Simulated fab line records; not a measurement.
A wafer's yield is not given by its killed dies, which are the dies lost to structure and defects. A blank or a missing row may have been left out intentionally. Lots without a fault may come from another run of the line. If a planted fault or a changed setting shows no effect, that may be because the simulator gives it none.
Which tool was responsible? ; flow gf180mcu ; 39 wafers from 13 lots sampled at 4 of the route's 602 steps

## WHAT THE GAUGES SHOWED, per wafer
GF_STI_BOW_MEAS_00.
lot;measured;on;INCOMING_BOW (um)
L793;day 1 10:00;film_metro-02;3 3 -4
L794;day 1 15:00;film_metro-02;1 13 -3
L795;day 1 20:01;film_metro-02;6 -3 1
L797;day 2 06:01;film_metro-03;-7 11 -7
L798;day 2 11:02;film_metro-03;-4 8 6
L800;day 2 21:04;film_metro-03;-4 2 16
L801;day 3 02:00;film_metro-01;10 -9 -5
L803;day 3 12:01;film_metro-01;3 -8 14
L805;day 3 22:00;film_metro-03;9 -1 -15
L806;day 4 03:00;film_metro-01;-12 -5 6
L808;day 4 13:00;film_metro-03;-6 4 9
L811;day 5 04:01;film_metro-02;4 -1 6
L816;day 6 05:00;film_metro-03;2 0 -8

GF_MVPSD_TW_MEAS_11.
lot;measured;on;MVPSD_TW
L793;day 5 03:45;film_metro-01;555.4 554.0 556.1
L794;day 5 05:03;film_metro-01;553.3 554.0 556.9
L795;day 5 13:52;film_metro-04;558.6 558.1 555.5
L797;day 6 00:08;film_metro-04;555.2 554.3 555.6
L798;day 6 06:40;film_metro-04;554.8 556.9 555.8
L800;day 6 16:56;film_metro-02;555.5 553.8 554.5
L801;day 6 23:26;film_metro-04;553.3 551.6 554.4
L803;day 7 17:46;film_metro-02;547.4 548.8 552.2
L805;day 8 10:44;film_metro-01;553.2 553.2 556.2
L806;day 8 19:38;film_metro-02;550.5 553.9 556.3
L808;day 8 20:25;film_metro-01;551.4 551.5 552.0
L811;day 9 14:56;film_metro-04;553.1 554.2 551.5
L816;day 10 23:41;film_metro-02;555.1 557.0 556.1

## EACH LOT AND THE TOOL THAT RAN IT (in order: tool; ch and the chambers of the sampled wafers; start)
lot;GF_DNWELL_STRIP_08;GF_MVSD_STRIP_10
L793;plasma_asher-03 ch 0,1, day 2 20:26;plasma_asher-03 ch 0,1, day 4 13:51
L794;plasma_asher-03 ch 0,1, day 2 23:17;plasma_asher-04 ch 0,1, day 4 15:13
L795;plasma_asher-02 ch 0,1, day 3 06:32;plasma_asher-03 ch 0,1, day 4 23:41
L797;plasma_asher-02 ch 0,1, day 3 15:56;plasma_asher-02 ch 0,1, day 5 09:08
L798;plasma_asher-01 ch 0,1, day 3 21:32;plasma_asher-04 ch 0,1, day 5 15:21
L800;plasma_asher-01 ch 0,1, day 4 06:57;plasma_asher-03 ch 0,1, day 6 01:47
L801;plasma_asher-01 ch 0,1, day 4 12:43;plasma_asher-04 ch 1, day 6 08:05
L803;plasma_asher-02 ch 0,1, day 5 04:02;plasma_asher-03 ch 0,1, day 7 01:49
L805;plasma_asher-03 ch 0,1, day 5 19:12;plasma_asher-04 ch 0,1, day 7 18:16
L806;plasma_asher-03 ch 0,1, day 5 23:07;plasma_asher-03 ch 0,1, day 8 03:13
L808;plasma_asher-03 ch 0,1, day 6 03:08;plasma_asher-03 ch 0,1, day 8 03:34
L811;plasma_asher-01 ch 0,1, day 6 20:31;plasma_asher-04 ch 0,1, day 8 21:16
L816;plasma_asher-01 ch 0,1, day 7 23:17;plasma_asher-02 ch 0,1, day 10 04:14
- GF_DNWELL_STRIP_08: strips in O2/N2.
- GF_MVSD_STRIP_10: strips in O2/N2.

## WHAT THE TOOLS THEMSELVES READ (means of the sampled wafers that have a number; where no wafer has one, the mark that the record gives instead)
GF_DNWELL_STRIP_08.
lot;tool;chamber_pressure_mTorr (mTorr);drypump_motor_current_A (A);heater_power_w (W);oes_product_au (a.u.);platen_temp_c (C);strip_time_to_endpoint_s (s)
L793;plasma_asher-03;1501.1;4.8;376;0.723;249.87;37.04
L794;plasma_asher-03;1500.2;4.8;376;0.721;249.95;37.05
L795;plasma_asher-02;1499.0;6.3;324;0.725;249.92;36.84
L797;plasma_asher-02;1500.0;6.3;322;0.721;250.02;37.05
L798;plasma_asher-01;1500.3;5.6;365;0.724;249.98;36.85
L800;plasma_asher-01;1499.4;5.6;364;0.724;250.07;37.09
L801;plasma_asher-01;1500.6;5.6;365;0.725;250.08;37.09
L803;plasma_asher-02;1501.2;6.3;320;0.724;249.78;36.89
L805;plasma_asher-03;1499.5;4.8;384;0.721;250.08;36.91
L806;plasma_asher-03;1499.6;4.8;379;0.719;250.11;36.94
L808;plasma_asher-03;1500.4;4.8;384;0.722;250.06;36.98
L811;plasma_asher-01;1499.7;5.6;335;0.723;250.16;37.01
L816;plasma_asher-01;1500.0;5.6;334;0.722;249.94;36.96

GF_MVSD_STRIP_10.
lot;tool;chamber_pressure_mTorr (mTorr);drypump_motor_current_A (A);heater_power_w (W);oes_product_au (a.u.);platen_temp_c (C);strip_time_to_endpoint_s (s)
L793;plasma_asher-03;1499.4;4.8;375;0.723;250.03;37.05
L794;plasma_asher-04;1500.4;5.3;306;0.725;250.11;37.08
L795;plasma_asher-03;1500.3;4.8;377;0.721;249.86;36.82
L797;plasma_asher-02;1499.2;6.3;323;0.721;250.01;36.98
L798;plasma_asher-04;1500.1;5.2;304;0.725;250.25;37.00
L800;plasma_asher-03;1499.4;4.8;377;0.723;249.83;37.02
L801;plasma_asher-04;1500.1;5.3;304;0.718;249.98;37.03
L803;plasma_asher-03;1500.2;4.8;375;0.723;249.95;37.09
L805;plasma_asher-04;1500.9;5.3;308;0.715;250.02;36.96
L806;plasma_asher-03;1499.7;4.8;383;0.728;250.15;36.95
L808;plasma_asher-03;1499.5;4.8;381;0.722;249.99;37.01
L811;plasma_asher-04;1498.6;5.3;300;0.945;250.34;-
L816;plasma_asher-02;1498.4;6.3;326;0.722;249.96;37.12

## THE ANSWER, worked out from the rows above alone
Rule: what is usual is taken from the lots themselves. Put in order of their means at a reading, lots are off if they are a third of the lots or fewer, leave a main group of 4 or more, and stand apart from it by a gap of 3 or more times the standard deviation of the main group's means; of several such gaps the widest counts. A main group whose means are all the same, to the digits that the tables above print for the reading, isn't used. Also off: a lot with no number at a reading for which 4 or more lots have one. All remaining lots with rows at the step are treated as sound. First the gauges in route order, then the tools' own readings, where a lot's mean is used as printed above. At the first step where some lot is off, the reading lying furthest off is the one used; lots without a number count as furthest.
Off, at GF_MVSD_STRIP_10 on strip_time_to_endpoint_s: L811. Without a number there: L811. Mean 37.01 s and standard deviation 0.076 in the main group.
If a tool, at that step or one of the process steps before it, ran each lot that is off and ran no sound lot following the first of them, it fits. One fits: GF_MVSD_STRIP_10 on plasma_asher-04. Its last sound lot is L805 (day 7 18:16), its first lot that is off L811 (day 8 21:16): a fault that began between those two fits.
On the lots that are off, the tool's own readings at GF_MVSD_STRIP_10 differ by more than 5 times the standard deviation of the sound lots' means, which bears it out; oes_product_au reads 0.945 a.u. there versus 0.722 a.u. on the sound lots.
Blank at GF_MVSD_STRIP_10 on the lots that are off, where sound lots have numbers: strip_time_to_endpoint_s.

## WHAT THE SIMULATOR HAD INSERTED
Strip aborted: plasma_asher-04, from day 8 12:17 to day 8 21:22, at GF_MVSD_STRIP_10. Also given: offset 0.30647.
Shown lots that were struck: L811. Same finding as the rule above.
